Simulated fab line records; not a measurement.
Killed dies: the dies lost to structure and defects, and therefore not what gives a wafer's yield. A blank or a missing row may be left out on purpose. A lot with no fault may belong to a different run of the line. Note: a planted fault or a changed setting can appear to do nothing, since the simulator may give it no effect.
fab line records	flow sky130
record: lots: 6	wafers: 18	lastDay: 50
route steps=708 shown LDD_N@245 LDD_P@255 LDD_HVN@267 LDD_HVP@278 LDD_LDN@302 RES_XHIGH@341 PAD_OPEN@708
lots that met no fault: from a run of the same line without faults
startH: start of the lot's first displayed wafer, in hours after the record's first day	waitH: how many hours have passed since the lot's step before this one	" repeats the value in the row above	L1.1+2: a single row standing in for several wafers	- either no value or no given start	* or withheld: withheld	< > ~ a bound
route shown NAME@n: a module of which the file shows steps, and the number in the route of the first	usual: mean/standard deviation taken from wafers without a fault	same: alike in all rows	chamber/n: place in a boat	sites: the reading at each site	_std_site: how widely they spread, as a standard deviation	_edge_site: the outer-site mean with the inner-site mean subtracted	radiusMm: how far each site lies from the wafer's centre	mask NAME#n: copy n	behind: the last tool/chamber to shape the wafer	hold: what put the lot on hold/how long, in hours/how the hold closed	device: transistor that didn't switch, given as n, p or np	end of line: at the end of the route, the tests of the same wafers	for a step that has no rows: nothing shown but its recipe	killed: count of dies lost to structure and defects at first sort (not the wafer's yield)	map: dies across one wafer; x = killed, . = not, _ = none there
set.NAME: the setting that was run; set.NAME@STEP: the one run at that earlier step	model.NAME: the simulator's own value behind a step, which no gauge read
a table for each step, a row for each wafer; lots at some steps of the route
services: from which hour (startH, from the record's first day; less than 0 if before it) a tool's chamber was out of use, for how many hours, and why
== steps ==
step: SKY_LDD_N_IMPLANT_08
recipe: species: As	energyKev: 20	doseCm2: 7.5e+13	tiltDeg: withheld	rotationDeg: 23
step: SKY_LDD_N_IMPLANT_09
recipe: species: As	energyKev: 20	doseCm2: 7.5e+13	tiltDeg: withheld	rotationDeg: 113
step: SKY_LDD_N_IMPLANT_10
recipe: species: As	energyKev: 20	doseCm2: 7.5e+13	tiltDeg: withheld	rotationDeg: 203
step: SKY_LDD_N_IMPLANT_11
recipe: species: As	energyKev: 20	doseCm2: 7.5e+13	tiltDeg: withheld	rotationDeg: 293
step: SKY_LDD_N_IMPLANT_12
recipe: species: BF2	energyKev: 50	doseCm2: 5e+12	tiltDeg: 30	rotationDeg: 0
step: SKY_LDD_N_IMPLANT_13
recipe: species: BF2	energyKev: 50	doseCm2: 5e+12	tiltDeg: 30	rotationDeg: 90
step: SKY_LDD_N_IMPLANT_14
recipe: species: BF2	energyKev: 50	doseCm2: 5e+12	tiltDeg: 30	rotationDeg: 180
step: SKY_LDD_N_IMPLANT_15
recipe: species: BF2	energyKev: 50	doseCm2: 5e+12	tiltDeg: 30	rotationDeg: 270
step: SKY_LDD_N_STRIP_16
recipe: chemistry: O2/N2	powerW: 1400	pressureMtorr: 1500	platenTempC: withheld	o2FlowSccm: 3000	n2FlowSccm: 300	overashFraction: 0.5
usual: drypumpMotorCurrentA: 5.18/0.26	oesProductAu: 0.407/0.0046	stripTimeToEndpointS: 4.312/0.017
lot.wafer	tool	chamber	startH	waitH	drypumpMotorCurrentA	oesProductAu	rfHoursCounterH	stripTimeToEndpointS
L749.1	plasmaAsher-04	1	426.79	0.1	5.40	0.409	29	4.310
L749.5	"	1	"	"	5.38	0.410	-	4.334
L749.6	"	0	"	"	5.12	0.406	-	4.286
L755.1	plasmaAsher-02	1	484.60	0.1	5.65	0.398	68	4.310
L755.2	"	0	"	"	4.94	0.417	68	4.292
L755.4	"	1	"	"	5.66	0.406	-	4.317
L757.3	plasmaAsher-02	0	522.85	0.1	4.94	0.408	-	4.316
L757.4	"	1	"	"	5.68	0.413	-	4.326
L757.6	"	1	"	"	5.68	0.403	-	4.314
L758.1	plasmaAsher-01	1	523.16	0.1	5.02	0.408	10	4.302
L758.2	"	0	"	"	5.08	0.405	10	4.283
L758.3	"	1	"	"	5.01	0.412	-	4.283
L768.1	plasmaAsher-04	1	599.15	0.1	5.40	0.404	42	4.311
L768.2	"	0	"	"	5.11	0.404	42	4.310
L768.4	"	0	"	"	5.10	0.407	-	4.313
L769.1	plasmaAsher-01	1	600.40	0.1	5.04	0.406	18	4.331
L769.3	"	0	"	"	5.07	0.407	-	4.313
L769.6	"	1	"	"	5.02	0.402	-	4.305
step: SKY_LDD_N_TW_MEAS_17
usual: LDD_N_TW: 2583/13
lot.wafer	tool	chamber	startH	waitH	LDD_N_TW
L749.1	filmMetro-04	-	426.89	0.1	2578
L749.5	"	-	"	"	2585
L749.6	"	-	"	"	2595
L755.1	filmMetro-03	-	484.70	0.1	2590
L755.2	"	-	"	"	2599
L755.4	"	-	"	"	2586
L757.3	filmMetro-01	-	522.93	0.1	2565
L757.4	"	-	"	"	2578
L757.6	"	-	"	"	2562
L758.1	filmMetro-03	-	523.26	0.1	2576
L758.2	"	-	"	"	2587
L758.3	"	-	"	"	2575
L768.1	filmMetro-01	-	599.25	0.1	2558
L768.2	"	-	"	"	2568
L768.4	"	-	"	"	2575
L769.1	filmMetro-04	-	600.50	0.1	2568
L769.3	"	-	"	"	2561
L769.6	"	-	"	"	2549
step: SKY_LDD_P_DEHYDRATE_00
recipe: tempC: 200	timeS: 60
step: SKY_LDD_P_HMDS_01
recipe: primeTimeS: 60	primeTempC: 120
step: SKY_LDD_P_COAT_02
recipe: resist: NOVOLAK	spinRpm: 3000	resistThkNm: 1140
usual: chillPlateTempC: 23.00/0.1	dispensePressureKPa: 45.9/1.1
lot.wafer	tool	chamber	startH	waitH	chillPlateTempC	dispensePressureKPa
L749.1	lithoTrack-01	0	442.28	0.1	23.26	46.4
L749.5	"	0	"	"	23.26	46.4
L749.6	"	0	"	"	23.10	46.4
L755.1	lithoTrack-04	0	498.91	0.1	22.99	47.0
L755.2	"	0	"	"	23.05	47.0
L755.4	"	0	"	"	22.92	47.0
L758.1	lithoTrack-03	-	537.32	0.1	-	-
L758.2	"	-	"	"	-	-
L758.3	"	-	"	"	-	-
L757.3	lithoTrack-04	-	537.36	0.1	-	-
L757.4	"	-	"	"	-	-
L757.6	"	-	"	"	-	-
L768.1	lithoTrack-04	0	613.56	0.1	23.15	47.0
L768.2	"	0	"	"	23.03	47.0
L768.4	"	0	"	"	23.07	47.0
L769.1	lithoTrack-01	0	614.78	0.1	22.99	46.4
L769.3	"	0	"	"	23.23	46.3
L769.6	"	0	"	"	22.95	46.4
step: SKY_LDD_P_SOFTBAKE_03
recipe: tempC: 90	timeS: 60	resist: NOVOLAK
step: SKY_LDD_P_EXPOSE_04
recipe: maskId: PSDM	na: 0.6	sourceShape: conventional	sigmaOuter: 0.6	polarization: unpolarized	targetCdNm: 380	doseMj: 138
step: SKY_LDD_P_PEB_05
recipe: tempC: withheld	timeS: *	resist: NOVOLAK
step: SKY_LDD_P_DEVELOP_06
recipe: resist: NOVOLAK	developer: TMAH	developTimeS: 60	devTempC: 23
step: SKY_LDD_P_CD_MEAS_07
recipe: targetCdNm: 380
usual: cdNm: 380.7/2.5
lot.wafer	tool	chamber	startH	waitH	cdNm
L749.1	cdSem-02	-	456.83	0.1	378.7
L749.5	"	-	"	"	381.0
L749.6	"	-	"	"	381.9
L755.1	cdSem-02	-	514.67	0.1	383.3
L755.2	"	-	"	"	380.8
L755.4	"	-	"	"	383.0
L758.1	cdSem-02	-	552.66	0.1	-
L758.2	"	-	"	"	-
L758.3	"	-	"	"	-
L757.3	cdSem-01	-	552.67	0.1	-
L757.4	"	-	"	"	-
L757.6	"	-	"	"	-
L768.1	cdSem-02	-	628.58	0.1	378.3
L768.2	"	-	"	"	380.8
L768.4	"	-	"	"	381.4
L769.1	cdSem-01	-	629.46	0.1	377.3
L769.3	"	-	"	"	378.0
L769.6	"	-	"	"	379.5
step: SKY_LDD_P_OVL_MEAS_08
usual: LDD_P_OVL: -0.2/1.2
lot.wafer	tool	chamber	startH	waitH	LDD_P_OVL[nm]
L749.1	overlay-01	-	456.95	0.1	-0.6
L749.5	"	-	"	"	-1.5
L749.6	"	-	"	"	-0.7
L755.1	overlay-01	-	514.79	0.1	-0.9
L755.2	"	-	"	"	-0.8
L755.4	"	-	"	"	-0.3
L757.3	overlay-01	-	552.76	0.1	-
L757.4	"	-	"	"	-
L757.6	"	-	"	"	-
L758.1	overlay-02	-	552.78	0.1	-
L758.2	"	-	"	"	-
L758.3	"	-	"	"	-
L768.1	overlay-01	-	628.70	0.1	-3.7
L768.2	"	-	"	"	-1.9
L768.4	"	-	"	"	-3.0
L769.1	overlay-01	-	629.58	0.1	0.8
L769.3	"	-	"	"	0.2
L769.6	"	-	"	"	0.9
step: SKY_LDD_P_IMPLANT_09
recipe: species: BF2	energyKev: 25	doseCm2: 1e+13	tiltDeg: withheld
step: SKY_LDD_P_STRIP_10
recipe: chemistry: O2/N2	powerW: 1400	pressureMtorr: 1500	platenTempC: withheld	o2FlowSccm: 3000	n2FlowSccm: 300	overashFraction: 0.5
usual: drypumpMotorCurrentA: 5.3/0.38	oesProductAu: 0.715/0.0046	stripTimeToEndpointS: 14.18/0.035
lot.wafer	tool	chamber	startH	waitH	drypumpMotorCurrentA	oesProductAu	rfHoursCounterH	stripTimeToEndpointS
L749.1	plasmaAsher-01	0	457.13	0.1	5.1	0.722	2	14.20
L749.5	"	1	"	"	5.0	0.718	-	14.15
L749.6	"	0	"	"	5.1	0.710	-	14.16
L755.1	plasmaAsher-02	1	514.97	0.1	5.7	0.723	72	14.15
L755.2	"	0	"	"	4.9	0.716	72	14.18
L755.4	"	0	"	"	4.9	0.712	-	14.10
L758.1	plasmaAsher-02	0	552.96	0.1	4.9	-	76	-
L758.2	"	1	"	"	5.6	-	76	-
L758.3	"	1	"	"	5.7	-	-	-
L757.3	plasmaAsher-01	1	552.97	0.1	5.0	-	-	-
L757.4	"	0	"	"	5.1	-	-	-
L757.6	"	0	"	"	5.1	-	-	-
L768.1	plasmaAsher-01	1	628.88	0.1	5.0	0.709	20	14.17
L768.2	"	0	"	"	5.1	0.717	20	14.11
L768.4	"	0	"	"	5.1	0.711	-	14.13
L769.1	plasmaAsher-02	1	629.77	0.1	5.6	0.708	83	14.21
L769.3	"	1	"	"	5.7	0.715	-	14.21
L769.6	"	1	"	"	5.7	0.718	-	14.26
step: SKY_LDD_P_TW_MEAS_11
usual: LDD_P_TW: 635/3.6
lot.wafer	tool	chamber	startH	waitH	LDD_P_TW
L749.1	filmMetro-03	-	457.23	0.1	642
L749.5	"	-	"	"	639
L749.6	"	-	"	"	645
L755.1	filmMetro-01	-	515.07	0.1	631
L755.2	"	-	"	"	630
L755.4	"	-	"	"	635
L757.3	filmMetro-02	-	553.05	0.1	638
L757.4	"	-	"	"	638
L757.6	"	-	"	"	641
L758.1	filmMetro-01	-	553.06	0.1	633
L758.2	"	-	"	"	630
L758.3	"	-	"	"	634
L768.1	filmMetro-03	-	628.98	0.1	636
L768.2	"	-	"	"	632
L768.4	"	-	"	"	636
L769.1	filmMetro-03	-	629.87	0.1	627
L769.3	"	-	"	"	629
L769.6	"	-	"	"	627
step: SKY_LDD_HVN_DEHYDRATE_00
recipe: tempC: 200	timeS: 60
step: SKY_LDD_HVN_HMDS_01
recipe: primeTimeS: 60	primeTempC: 120
step: SKY_LDD_HVN_COAT_02
recipe: resist: NOVOLAK	spinRpm: 3000	resistThkNm: 300
step: SKY_LDD_HVN_SOFTBAKE_03
recipe: tempC: 90	timeS: 60	resist: NOVOLAK
step: SKY_LDD_HVN_EXPOSE_04
recipe: maskId: HVNTM	na: 0.6	sourceShape: conventional	sigmaOuter: 0.6	polarization: unpolarized	targetCdNm: 700	doseMj: 127
step: SKY_LDD_HVN_PEB_05
recipe: tempC: withheld	timeS: *	resist: NOVOLAK
step: SKY_LDD_HVN_DEVELOP_06
recipe: resist: NOVOLAK	developer: TMAH	developTimeS: 60	devTempC: 23
step: SKY_LDD_HVN_OVL_MEAS_07
usual: LDD_HVN_OVL: -0.2/1.2
lot.wafer	tool	chamber	startH	waitH	LDD_HVN_OVL[nm]
L749.1	overlay-01	-	488.03	0.1	-0.7
L749.5	"	-	"	"	0.1
L749.6	"	-	"	"	-1.5
L755.1	overlay-01	-	544.67	0.1	-0.9
L755.2	"	-	"	"	-1.1
L755.4	"	-	"	"	-3.3
L757.3	overlay-01	-	582.83	0.1	-0.9
L757.4	"	-	"	"	-1.2
L757.6	"	-	"	"	-1.2
L758.1	overlay-01	-	583.11	0.1	0.8
L758.2	"	-	"	"	0.5
L758.3	"	-	"	"	0.9
L768.1	overlay-01	-	657.51	0.1	-0.5
L768.2	"	-	"	"	-0.4
L768.4	"	-	"	"	0.6
L769.1	overlay-01	-	658.11	0.1	0.3
L769.3	"	-	"	"	-0.9
L769.6	"	-	"	"	-1.1
step: SKY_LDD_HVN_IMPLANT_08
recipe: species: P	energyKev: 60	doseCm2: 3e+13	tiltDeg: 40
step: SKY_LDD_HVN_STRIP_09
recipe: chemistry: O2/N2	powerW: 1400	pressureMtorr: 1500	platenTempC: withheld	o2FlowSccm: 3000	n2FlowSccm: 300	overashFraction: 0.5
usual: drypumpMotorCurrentA: 5.4/0.35	oesProductAu: 0.409/0.0051	stripTimeToEndpointS: 4.135/0.016
lot.wafer	tool	chamber	startH	waitH	drypumpMotorCurrentA	oesProductAu	rfHoursCounterH	stripTimeToEndpointS
L749.1	plasmaAsher-02	0	488.21	0.1	4.9	0.399	69	4.128
L749.5	"	1	"	"	5.7	0.411	-	4.119
L749.6	"	0	"	"	4.9	0.410	-	4.108
L755.1	plasmaAsher-02	0	544.85	0.1	4.9	0.404	75	4.135
L755.2	"	1	"	"	5.7	0.410	75	4.131
L755.4	"	0	"	"	4.9	0.407	-	4.141
L757.3	plasmaAsher-03	1	583.03	0.1	5.3	0.417	-	4.150
L757.4	"	0	"	"	6.1	0.410	-	4.144
L757.6	"	1	"	"	5.3	0.408	-	4.135
L758.1	plasmaAsher-04	1	583.30	0.1	5.4	0.412	40	4.143
L758.2	"	0	"	"	5.1	0.409	40	4.130
L758.3	"	1	"	"	5.4	0.404	-	4.136
L768.1	plasmaAsher-03	0	657.70	0.1	6.1	0.408	97	4.133
L768.2	"	1	"	"	5.3	0.403	97	4.148
L768.4	"	1	"	"	5.3	0.403	-	4.134
L769.1	plasmaAsher-03	0	658.30	0.1	6.1	0.405	97	4.138
L769.3	"	0	"	"	6.1	0.408	-	4.130
L769.6	"	0	"	"	6.1	0.415	-	4.134
step: SKY_LDD_HVN_TW_MEAS_10
usual: LDD_HVN_TW: 1435/7.3
lot.wafer	tool	chamber	startH	waitH	LDD_HVN_TW
L749.1	filmMetro-04	-	488.31	0.1	1432
L749.5	"	-	"	"	1431
L749.6	"	-	"	"	1435
L755.1	filmMetro-02	-	544.95	0.1	1440
L755.2	"	-	"	"	1439
L755.4	"	-	"	"	1444
L757.3	filmMetro-02	-	583.12	0.1	1471
L757.4	"	-	"	"	1474
L757.6	"	-	"	"	1476
L758.1	filmMetro-04	-	583.40	0.1	1470
L758.2	"	-	"	"	1468
L758.3	"	-	"	"	1469
L768.1	filmMetro-03	-	657.80	0.1	1423
L768.2	"	-	"	"	1423
L768.4	"	-	"	"	1431
L769.1	filmMetro-04	-	658.40	0.1	1440
L769.3	"	-	"	"	1440
L769.6	"	-	"	"	1425
step: SKY_LDD_HVP_DEHYDRATE_00
recipe: tempC: 200	timeS: 60
step: SKY_LDD_HVP_HMDS_01
recipe: primeTimeS: 60	primeTempC: 120
step: SKY_LDD_HVP_COAT_02
recipe: resist: NOVOLAK	spinRpm: 3000	resistThkNm: 300
step: SKY_LDD_HVP_SOFTBAKE_03
recipe: tempC: 90	timeS: 60	resist: NOVOLAK
step: SKY_LDD_HVP_EXPOSE_04
recipe: maskId: HVPTM	na: 0.6	sourceShape: conventional	sigmaOuter: 0.6	polarization: unpolarized	targetCdNm: 700	doseMj: 86
step: SKY_LDD_HVP_PEB_05
recipe: tempC: withheld	timeS: *	resist: NOVOLAK
step: SKY_LDD_HVP_DEVELOP_06
recipe: resist: NOVOLAK	developer: TMAH	developTimeS: 60	devTempC: 23
step: SKY_LDD_HVP_OVL_MEAS_07
usual: LDD_HVP_OVL: -0.6/1.3
lot.wafer	tool	chamber	startH	waitH	LDD_HVP_OVL[nm]
L749.1	overlay-01	-	519.11	0.1	0.1
L749.5	"	-	"	"	-0.3
L749.6	"	-	"	"	-0.9
L755.1	overlay-01	-	573.67	0.1	0.5
L755.2	"	-	"	"	0.0
L755.4	"	-	"	"	0.0
L757.3	overlay-02	-	612.67	0.1	1.2
L757.4	"	-	"	"	1.0
L757.6	"	-	"	"	1.6
L758.1	overlay-01	-	612.96	0.1	-2.3
L758.2	"	-	"	"	-2.6
L758.3	"	-	"	"	-3.8
L768.1	overlay-02	-	685.36	0.1	-1.5
L768.2	"	-	"	"	1.0
L768.4	"	-	"	"	0.8
L769.1	overlay-02	-	686.41	0.1	-1.5
L769.3	"	-	"	"	-1.3
L769.6	"	-	"	"	-1.8
step: SKY_LDD_HVP_IMPLANT_08
recipe: species: B	energyKev: 20	doseCm2: 1.7e+13	tiltDeg: 17.9
step: SKY_LDD_HVP_TW_MEAS_10
usual: LDD_HVP_TW: 455.8/2.3
lot.wafer	tool	chamber	startH	waitH	LDD_HVP_TW
L749.1	filmMetro-01	-	519.39	0.1	453.8
L749.5	"	-	"	"	456.3
L749.6	"	-	"	"	453.5
L755.1	filmMetro-01	-	573.95	0.1	453.2
L755.2	"	-	"	"	454.1
L755.4	"	-	"	"	455.4
L757.3	filmMetro-04	-	612.96	0.1	695.3
L757.4	"	-	"	"	694.2
L757.6	"	-	"	"	693.7
L758.1	filmMetro-01	-	613.24	0.1	702.4
L758.2	"	-	"	"	696.4
L758.3	"	-	"	"	702.0
L768.1	filmMetro-02	-	685.64	0.1	457.4
L768.2	"	-	"	"	459.2
L768.4	"	-	"	"	458.9
L769.1	filmMetro-02	-	686.70	0.1	460.9
L769.3	"	-	"	"	459.2
L769.6	"	-	"	"	458.3
step: SKY_LDD_LDN_TW_MEAS_13
usual: LDD_LDN_TW: 1477/6.9
lot.wafer	tool	chamber	startH	waitH	LDD_LDN_TW
L749.1	filmMetro-04	-	549.71	0.1	1488
L749.5	"	-	"	"	1473
L749.6	"	-	"	"	1481
L755.1	filmMetro-04	-	603.81	0.1	1476
L755.2	"	-	"	"	1467
L755.4	"	-	"	"	1473
L757.3	filmMetro-04	-	642.18	0.1	1511
L757.4	"	-	"	"	1506
L757.6	"	-	"	"	1510
L758.1	filmMetro-04	-	642.54	0.1	1504
L758.2	"	-	"	"	1505
L758.3	"	-	"	"	1505
L768.1	filmMetro-01	-	714.14	0.1	1467
L768.2	"	-	"	"	1471
L768.4	"	-	"	"	1477
L769.1	filmMetro-01	-	715.04	0.1	1479
L769.3	"	-	"	"	1485
L769.6	"	-	"	"	1477
step: SKY_RES_XHIGH_TW_MEAS_09
usual: RES_XHIGH_TW: 1640/10
lot.wafer	tool	chamber	startH	waitH	RES_XHIGH_TW
L749.1	filmMetro-02	-	640.26	0.1	1649
L749.5	"	-	"	"	1644
L749.6	"	-	"	"	1640
L755.1	filmMetro-02	-	688.61	0.1	1652
L755.2	"	-	"	"	1643
L755.4	"	-	"	"	1643
L757.3	filmMetro-02	-	728.58	0.1	1671
L757.4	"	-	"	"	1675
L757.6	"	-	"	"	1673
L758.1	filmMetro-02	-	730.52	0.1	1672
L758.2	"	-	"	"	1672
L758.3	"	-	"	"	1668
L768.1	filmMetro-04	-	795.96	0.1	1636
L768.2	"	-	"	"	1638
L768.4	"	-	"	"	1643
L769.1	filmMetro-04	-	797.01	0.1	1633
L769.3	"	-	"	"	1632
L769.6	"	-	"	"	1635
step: SKY_PAD_OPEN_PROBE_99
usual: killed_at_M0_to_M3: 44/7.3	killed_at_M4_up: 3.0/1.9	killedAtContacts: 24/5	killedAtFrontEnd: 16/4.5	killedAtOther: 0.3/0.46	killedDies: 87/10	killedOnRim: 17/3.5	killedOpen: 47/8.3	killedShort: 39/6.4
same: grossDies: 492	killedAtBackSide: 0
lot.wafer	tool	chamber	startH	waitH	killed_at_M0_to_M3	killed_at_M4_up	killedAtContacts	killedAtFrontEnd	killedAtOther	killedDies	killedOnRim	killedOpen	killedShort
L749.1	prober-02	-	1090.13	0.1	38	4	25	9	0	76	12	37	39
L749.5	prober-02	-	1090.33	0.2	44	0	27	13	0	84	19	48	36
L749.6	prober-02	-	1090.38	0.2	46	0	30	17	0	93	21	53	40
L755.1	prober-02	-	1124.93	0.1	39	3	26	14	1	83	19	49	34
L755.2	prober-02	-	1124.98	0.1	56	1	22	16	0	95	21	54	41
L755.4	prober-02	-	1125.08	0.2	53	6	29	20	0	108	16	63	45
L757.3	prober-02	-	1151.94	0.2	46	3	21	421	1	492	96	44	47
L757.4	prober-02	-	1151.99	0.2	41	3	25	423	0	492	96	51	34
L757.6	prober-02	-	1152.09	0.2	51	1	21	419	0	492	96	47	43
L758.1	prober-01	-	1154.62	0.1	45	2	24	421	0	492	96	55	31
L758.2	prober-01	-	1154.67	0.1	38	4	29	421	0	492	96	54	32
L758.3	prober-01	-	1154.72	0.2	30	3	23	436	0	492	96	34	33
killed by level:class
L749.1 CONTACT:geometricParticle:open=9 VIA1:geometricParticle:open=8 CONTACT:geometricParticle:short=6 METAL2:geometricParticle:short=6 VIA3:geometricParticle:open=6 LI_CONTACT:geometricParticle:open=5 VIA2:geometricParticle:open=5 POLY_GATE:geometricParticle:short=4
L749.5 CONTACT:geometricParticle:open=11 METAL1:geometricParticle:short=8 LI_CONTACT:geometricParticle:open=7 POLY_GATE:geometricParticle:open=6 VIA2:geometricParticle:open=6 VIA1:geometricParticle:open=6 METAL2:geometricParticle:short=6 LOCAL_INTERCONNECT:geometricParticle:short=5
L749.6 CONTACT:geometricParticle:open=17 METAL1:geometricParticle:short=9 VIA3:geometricParticle:open=8 VIA2:geometricParticle:open=7 FIELD_ISO:geometricParticle:short=6 LI_CONTACT:geometricParticle:open=6 VIA1:geometricParticle:short=6 VIA1:geometricParticle:open=5
L755.1 VIA1:geometricParticle:open=11 CONTACT:geometricParticle:open=8 LI_CONTACT:geometricParticle:open=7 VIA3:geometricParticle:open=6 LI_CONTACT:geometricParticle:short=5 VIA1:geometricParticle:short=5 METAL1:geometricParticle:short=4 VIA2:geometricParticle:open=4
L755.2 CONTACT:geometricParticle:open=11 VIA1:geometricParticle:open=11 LI_CONTACT:geometricParticle:open=9 VIA1:geometricParticle:short=8 VIA3:geometricParticle:open=8 VIA2:geometricParticle:open=7 POLY_GATE:geometricParticle:short=6 METAL2:geometricParticle:short=6
L755.4 VIA1:geometricParticle:open=15 CONTACT:geometricParticle:open=13 METAL2:geometricParticle:short=10 LI_CONTACT:geometricParticle:open=8 VIA3:geometricParticle:open=7 VIA2:geometricParticle:open=7 POLY_GATE:geometricParticle:short=5 LOCAL_INTERCONNECT:geometricParticle:short=4
L757.3 LDD_P:areaExpose=401 VIA1:geometricParticle:open=11 FIELD_ISO:geometricParticle:short=7 LI_CONTACT:geometricParticle:open=7 METAL1:geometricParticle:short=7 VIA1:geometricParticle:short=7 CONTACT:geometricParticle:open=5 FIELD_ISO:geometricParticle:open=4
L757.4 LDD_P:areaExpose=407 CONTACT:geometricParticle:open=10 VIA1:geometricParticle:open=9 LI_CONTACT:geometricParticle:open=8 VIA1:geometricParticle:short=6 VIA3:geometricParticle:open=6 FIELD_ISO:geometricParticle:open=4 POLY_GATE:geometricParticle:short=4
L757.6 LDD_P:areaExpose=402 VIA1:geometricParticle:open=10 VIA3:geometricParticle:open=7 CONTACT:geometricParticle:open=7 VIA2:geometricParticle:open=7 VIA2:geometricParticle:short=7 LOCAL_INTERCONNECT:geometricParticle:short=6 METAL1:geometricParticle:short=6
L758.1 LDD_P:areaExpose=406 CONTACT:geometricParticle:open=14 VIA3:geometricParticle:open=10 LI_CONTACT:geometricParticle:open=6 VIA3:geometricParticle:short=6 FIELD_ISO:geometricParticle:open=5 VIA2:geometricParticle:open=5 VIA2:geometricParticle:short=4
L758.2 LDD_P:areaExpose=406 CONTACT:geometricParticle:open=11 LI_CONTACT:geometricParticle:open=10 VIA1:geometricParticle:open=7 METAL2:geometricParticle:short=6 VIA1:geometricParticle:short=5 POLY_GATE:geometricParticle:open=4 METAL1:geometricParticle:short=4
L758.3 LDD_P:areaExpose=425 CONTACT:geometricParticle:open=7 METAL1:geometricParticle:short=7 CONTACT:geometricParticle:short=6 VIA1:geometricParticle:open=6 LI_CONTACT:geometricParticle:open=4 POLY_GATE:geometricParticle:open=3 POLY_GATE:geometricParticle:short=3
map L757.3 (x killed, . not)
__________xxxxxxxxxx_________
________xxxxxxxxxxxxxx_______
______xxxxxxxxxxxxxxxxxx_____
_____xxxxxxxxxxxxxxxxxxxx____
____xxxxxxxxxxxxxxxxxxxxxx___
___xxxxxxxxxxxxxxxxxxxxxxxx__
__xxxxxxxxxxxxxxxxxxxxxxxxxx_
_xxxxxxxxxxxxxxxxxxxxxxxxxxxx
_xxxxxxxxxxxxxxxxxxxxxxxxxxxx
_xxxxxxxxxxxxxxxxxxxxxxxxxxxx
_xxxxxxxxxxxxxxxxxxxxxxxxxxxx
_xxxxxxxxxxxxxxxxxxxxxxxxxxxx
_xxxxxxxxxxxxxxxxxxxxxxxxxxxx
_xxxxxxxxxxxxxxxxxxxxxxxxxxxx
_xxxxxxxxxxxxxxxxxxxxxxxxxxxx
__xxxxxxxxxxxxxxxxxxxxxxxxxx_
___xxxxxxxxxxxxxxxxxxxxxxxx__
____xxxxxxxxxxxxxxxxxxxxxx___
_____xxxxxxxxxxxxxxxxxxxx____
______xxxxxxxxxxxxxxxxxx_____
________xxxxxxxxxxxxxx_______
__________xxxxxxxxxx_________
map L758.1 (x killed, . not)
__________xxxxxxxxxx_________
________xxxxxxxxxxxxxx_______
______xxxxxxxxxxxxxxxxxx_____
_____xxxxxxxxxxxxxxxxxxxx____
____xxxxxxxxxxxxxxxxxxxxxx___
___xxxxxxxxxxxxxxxxxxxxxxxx__
__xxxxxxxxxxxxxxxxxxxxxxxxxx_
_xxxxxxxxxxxxxxxxxxxxxxxxxxxx
_xxxxxxxxxxxxxxxxxxxxxxxxxxxx
_xxxxxxxxxxxxxxxxxxxxxxxxxxxx
_xxxxxxxxxxxxxxxxxxxxxxxxxxxx
_xxxxxxxxxxxxxxxxxxxxxxxxxxxx
_xxxxxxxxxxxxxxxxxxxxxxxxxxxx
_xxxxxxxxxxxxxxxxxxxxxxxxxxxx
_xxxxxxxxxxxxxxxxxxxxxxxxxxxx
__xxxxxxxxxxxxxxxxxxxxxxxxxx_
___xxxxxxxxxxxxxxxxxxxxxxxx__
____xxxxxxxxxxxxxxxxxxxxxx___
_____xxxxxxxxxxxxxxxxxxxx____
______xxxxxxxxxxxxxxxxxx_____
________xxxxxxxxxxxxxx_______
__________xxxxxxxxxx_________
== services ==
tool	chamber	startH	hours	kind
plasmaAsher-03	-	413.24	0.7	repair
plasmaAsher-01	-	421.25	9.0	pm
plasmaAsher-01	0	421.25	9.0	ventCycle
plasmaAsher-01	1	421.25	9.0	ventCycle
plasmaAsher-01	0	430.25	-	clean
plasmaAsher-01	1	430.25	-	clean
plasmaAsher-01	-	436.25	4.5	repair
plasmaAsher-04	-	459.67	14.6	pm
plasmaAsher-04	-	474.27	28.1	pm
plasmaAsher-01	-	481.38	2.2	repair
plasmaAsher-02	-	497.82	1.4	repair
plasmaAsher-04	-	504.01	0.9	repair
== key ==
firstSign: step: SKY_LDD_P_COAT_02	reading: toolRecord	direction: missing
effect: step: SKY_LDD_P_CD_MEAS_07	reading: cdNm	direction: missing
effect: step: SKY_LDD_P_OVL_MEAS_08	reading: LDD_P_OVL	direction: missing
effect: step: SKY_LDD_HVN_TW_MEAS_10	reading: LDD_HVN_TW	direction: up	sigmas: 5	usual: 1435	struck: 1471
effect: step: SKY_LDD_HVP_TW_MEAS_10	reading: LDD_HVP_TW	direction: up	sigmas: 99+	usual: 455.8	struck: 697.3
effect: step: SKY_LDD_LDN_TW_MEAS_13	reading: LDD_LDN_TW	direction: up	sigmas: 4.4	usual: 1477	struck: 1507
effect: step: SKY_RES_XHIGH_TW_MEAS_09	reading: RES_XHIGH_TW	direction: up	sigmas: 3.1	usual: 1640	struck: 1672
effect: step: SKY_PAD_OPEN_PROBE_99	reading: killedAtFrontEnd	direction: up	sigmas: 90	usual: 16	struck: 424
moreKillsBornAt: SKY_LDD_P_EXPOSE_04@ilineStepper-01: 1237	SKY_LDD_P_EXPOSE_04@ilineStepper-02: 1210
metAt SKY_LDD_P_COAT_02
struckWafers L757.3,L757.4,L757.6,L758.1,L758.2,L758.3
testerLeftOut L757,L758
onsetBetween 498.91 537.32
fault: kind: skippedStepWhole	tool: lithoTrack-03,lithoTrack-04	chamber: -	onsetH: 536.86	steps: SKY_LDD_P_COAT_02	scope: struckLotsOnly
testerLeftOut: of these lots the tester's yield and bins aren't shown, on N5 and GAA mostly nor the transistor test; their killed dies are dies lost to structure and defects alone, not to doping, threshold or leakage, so they don't give the yield
